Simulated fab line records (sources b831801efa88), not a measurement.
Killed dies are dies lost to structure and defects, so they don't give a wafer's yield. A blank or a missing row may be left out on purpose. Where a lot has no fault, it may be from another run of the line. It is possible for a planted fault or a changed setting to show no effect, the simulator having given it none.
Which tool did it? ; flow gf180mcu ; 72 wafers from 24 lots sampled at 5 of the route's 602 steps

WHAT THE GAUGES READ, wafer by wafer
GF_POLY_GATE_THK_MEAS_01.
lot;measured;on;POLY_GATE_CVD_00_THK (nm)
L074;day 7 18:43;filmMetro-01;198.1 197.8 198.3
L075;day 8 00:43;filmMetro-01;199.3 197.9 199.6
L076;day 8 14:46;filmMetro-03;203.8 203.3 202.5
L077;day 8 14:48;filmMetro-01;197.1 196.7 196.8
L078;day 8 22:40;filmMetro-03;197.3 199.4 198.3
L079;day 9 05:22;filmMetro-01;199.8 200.1 198.9
L080;day 11 07:21;filmMetro-01;199.3 199.5 201.2
L081;day 11 10:07;filmMetro-02;199.8 197.3 199.2
L082;day 11 14:13;filmMetro-02;197.8 197.9 196.9
L083;day 11 15:45;filmMetro-02;201.1 202.2 201.2
L084;day 11 15:46;filmMetro-01;199.6 200.2 199.4
L085;day 11 17:05;filmMetro-01;203.1 203.2 203.6
L086;day 11 17:49;filmMetro-01;197.5 198.7 198.0
L087;day 12 03:04;filmMetro-01;200.2 201.9 201.3
L088;day 12 20:19;filmMetro-02;198.7 198.6 198.6
L089;day 12 22:11;filmMetro-01;202.2 201.8 200.7
L090;day 13 06:20;filmMetro-03;200.4 202.4 201.7
L091;day 13 17:17;filmMetro-03;201.2 200.9 199.8
L092;day 14 03:30;filmMetro-02;201.0 199.2 201.4
L094;day 14 14:40;filmMetro-02;199.2 200.1 198.7
L093;day 14 14:40;filmMetro-03;205.6 203.7 202.5
L095;day 14 21:23;filmMetro-03;196.0 196.4 196.6
L097;day 15 14:19;filmMetro-02;202.9 202.9 203.9
L096;day 15 14:23;filmMetro-02;202.2 203.3 201.6

GF_HV_LDD_OVL_MEAS_32.
lot;measured;on;HV_LDD_02_OVL (nm)
L074;day 10 19:01;overlay-02;-0.8 0.2 1.6
L075;day 11 01:37;overlay-02;0.1 -0.6 0.3
L076;day 11 17:28;overlay-02;-0.7 0.2 0.3
L077;day 11 18:58;overlay-01;1.9 2.5 4.6
L078;day 12 01:29;overlay-01;3.1 2.6 3.8
L079;day 12 09:43;overlay-02;1.7 0.8 1.8
L080;day 14 17:26;overlay-01;1.9 1.6 3.9
L081;day 14 21:31;overlay-01;-1.0 -0.4 -1.4
L082;day 15 00:26;overlay-01;2.0 1.2 2.7
L083;day 15 03:10;overlay-02;1.3 3.2 0.1
L084;day 15 01:01;overlay-01;2.2 0.1 -1.1
L085;day 15 04:40;overlay-02;0.8 -0.1 -1.1
L086;day 15 05:14;overlay-01;-0.1 1.0 2.2
L087;day 15 18:10;overlay-02;-0.6 -0.9 -0.7
L088;day 16 13:52;overlay-02;0.6 1.3 1.4
L089;day 16 14:31;overlay-02;0.8 -0.5 0.3
L090;day 16 23:19;overlay-02;-0.8 2.1 0.4
L091;day 17 11:08;overlay-01;0.8 1.1 1.1
L092;day 17 21:15;overlay-01;1.6 0.1 0.9
L094;day 18 15:19;overlay-02;3.3 3.2 1.2
L093;day 18 16:13;overlay-01;0.7 1.1 0.0
L095;day 19 00:25;overlay-02;-2.3 -1.6 1.7
L097;day 19 13:52;overlay-01;3.3 1.6 1.8
L096;day 19 15:16;overlay-02;-0.2 0.7 -1.6

GF_V1_THK_MEAS_03.
lot;measured;on;V1_CVD_02_THK (nm)
L074;day 16 06:52;filmMetro-01;824 832 834
L075;day 16 11:57;filmMetro-04;831 837 834
L076;day 17 08:10;filmMetro-04;845 854 872
L077;day 17 10:26;filmMetro-01;848 859 845
L078;day 17 16:34;filmMetro-04;838 843 851
L079;day 18 02:05;filmMetro-04;840 845 844
L080;day 20 22:13;filmMetro-04;834 843 855
L081;day 21 01:34;filmMetro-03;838 837 864
L082;day 21 03:49;filmMetro-03;838 859 856
L083;day 21 07:41;filmMetro-03;841 836 846
L084;day 21 04:58;filmMetro-03;833 823 851
L085;day 21 10:33;filmMetro-01;824 835 853
L086;day 21 11:53;filmMetro-03;846 855 858
L087;day 22 01:28;filmMetro-03;842 835 845
L088;day 22 23:28;filmMetro-03;847 862 862
L089;day 23 01:29;filmMetro-04;853 844 861
L090;day 23 06:45;filmMetro-01;836 837 861
L091;day 23 18:33;filmMetro-01;844 847 845
L092;day 24 04:48;filmMetro-03;854 842 863
L094;day 24 20:47;filmMetro-01;829 842 856
L093;day 24 21:37;filmMetro-04;840 847 856
L095;day 25 05:25;filmMetro-03;846 836 865
L097;day 25 16:40;filmMetro-03;836 854 847
L096;day 25 17:23;filmMetro-04;854 875 850

TOOL THAT RAN EACH LOT (tool first, then ch and the chambers of the sampled wafers, then the start)
lot;GF_CONTACT_ETCH_16;GF_M1_SPUTTER_03
L074;rieDiel-01 ch 1,2,3, day 15 06:50;pvdSputter-04, day 15 08:10
L075;rieDiel-01 ch 0,2,3, day 15 12:31;pvdSputter-04, day 15 13:49
L076;rieDiel-01 ch 0,1, day 16 06:38;pvdSputter-02, day 16 07:59
L077;rieDiel-01 ch 0,1,2, day 16 08:35;pvdSputter-04, day 16 09:55
L078;rieDiel-03 ch 0,1,2, day 16 14:53;pvdSputter-01, day 16 16:12
L079;rieDiel-02 ch 0,2,3, day 16 23:43;pvdSputter-04, day 17 01:01
L080;rieDiel-03 ch 0,1, day 19 19:05;pvdSputter-01, day 19 20:25
L081;rieDiel-01 ch 0,1, day 19 22:41;pvdSputter-02, day 19 23:59
L082;rieDiel-03 ch 0,2, day 20 01:40;pvdSputter-01, day 20 02:58
L083;rieDiel-02 ch 1,2, day 20 05:51;pvdSputter-02, day 20 07:16
L084;rieDiel-02 ch 0,2,3, day 20 02:29;pvdSputter-02, day 20 03:53
L085;rieDiel-03 ch 0,1,3, day 20 07:59;pvdSputter-01, day 20 09:17
L086;rieDiel-01 ch 0,1,3, day 20 09:26;pvdSputter-04, day 20 10:44
L087;rieDiel-02 ch 1,2,3, day 20 23:15;pvdSputter-02, day 21 00:34
L088;rieDiel-03 ch 0,2,3, day 21 21:14;pvdSputter-04, day 21 22:33
L089;rieDiel-03 ch 0,2, day 21 23:11;pvdSputter-04, day 22 00:29
L090;rieDiel-03 ch 0,1,3, day 22 05:44;pvdSputter-04, day 22 07:02
L091;rieDiel-01 ch 2,3, day 22 17:44;pvdSputter-02, day 22 19:08
L092;rieDiel-01 ch 0,2,3, day 23 04:42;pvdSputter-01, day 23 06:07
L094;rieDiel-01 ch 2,3, day 23 20:32;pvdSputter-04, day 23 21:56
L093;rieDiel-03 ch 0,3, day 23 21:39;pvdSputter-04, day 23 22:57
L095;rieDiel-03 ch 0,2,3, day 24 05:38;pvdSputter-02, day 24 06:57
L097;rieDiel-02 ch 0,1, day 24 17:39;pvdSputter-01, day 24 18:58
L096;rieDiel-01 ch 0,1,3, day 24 18:32;pvdSputter-02, day 24 19:50
- GF_CONTACT_ETCH_16: etches BARC in N2/H2.
- GF_M1_SPUTTER_03: material Ti, target thk 10 nm, time 6.7 s.

AS READ BY THE TOOLS THEMSELVES (means over the sampled wafers that have a number; for cases with no such wafer, the mark the record gives instead)
GF_CONTACT_ETCH_16.
lot;tool;drypumpMotorCurrentA (A);oesProductAu (a.u.);throttleValvePct (%)
L074;rieDiel-01;5.4;0.853;13.232
L075;rieDiel-01;5.9;0.856;13.222
L076;rieDiel-01;5.2;0.856;13.221
L077;rieDiel-01;5.6;0.857;13.232
L078;rieDiel-03;5.9;0.857;13.230
L079;rieDiel-02;5.8;0.862;13.228
L080;rieDiel-03;6.4;0.856;13.224
L081;rieDiel-01;5.8;0.854;13.229
L082;rieDiel-03;5.5;0.854;13.223
L083;rieDiel-02;6.1;0.859;13.226
L084;rieDiel-02;5.8;0.857;13.218
L085;rieDiel-03;6.2;0.853;13.225
L086;rieDiel-01;5.5;0.858;13.229
L087;rieDiel-02;5.9;0.852;13.209
L088;rieDiel-03;5.8;0.852;13.234
L089;rieDiel-03;5.5;0.859;13.228
L090;rieDiel-03;6.2;0.851;13.219
L091;rieDiel-01;5.7;0.862;13.225
L092;rieDiel-01;5.9;0.848;13.217
L094;rieDiel-01;5.7;0.858;13.222
L093;rieDiel-03;6.1;0.856;13.226
L095;rieDiel-03;5.8;0.852;13.233
L097;rieDiel-02;5.8;0.848;13.220
L096;rieDiel-01;5.6;0.858;13.215

GF_M1_SPUTTER_03.
lot;tool;throttleValvePct (%)
L074;pvdSputter-04;30.6
L075;pvdSputter-04;30.3
L076;pvdSputter-02;29.5
L077;pvdSputter-04;30.8
L078;pvdSputter-01;30.0
L079;pvdSputter-04;30.9
L080;pvdSputter-01;29.3
L081;pvdSputter-02;29.8
L082;pvdSputter-01;29.3
L083;pvdSputter-02;30.1
L084;pvdSputter-02;29.8
L085;pvdSputter-01;29.9
L086;pvdSputter-04;30.5
L087;pvdSputter-02;30.0
L088;pvdSputter-04;30.4
L089;pvdSputter-04;30.6
L090;pvdSputter-04;30.6
L091;pvdSputter-02;30.1
L092;pvdSputter-01;29.5
L094;pvdSputter-04;30.3
L093;pvdSputter-04;30.9
L095;pvdSputter-02;29.7
L097;pvdSputter-01;29.8
L096;pvdSputter-02;29.4

THE ANSWER, worked out from the rows above alone
Rule: what is usual is taken from the lots themselves. Put in order of their means at a reading, lots are off if they are a third of the lots or fewer, leave a main group of 4 or more, and stand apart from it by a gap of 3 or more times the standard deviation of the main group's means; of several such gaps the widest counts. The tables above print the reading to a certain number of digits; a main group whose means all agree to those digits is not used. A lot without any number at a reading at which 4 lots or more have one is off too. Any other lot the step has rows for is counted as sound. After the gauges, taken in route order, come the tools' own readings; for these a lot's mean is taken, as printed above. At the first step where some lot is off, the reading lying furthest off is the one used; lots without a number count as furthest.
Nothing can be told from this: no lot is off at any reading shown.

WHAT HAD BEEN PUT IN BY THE SIMULATOR
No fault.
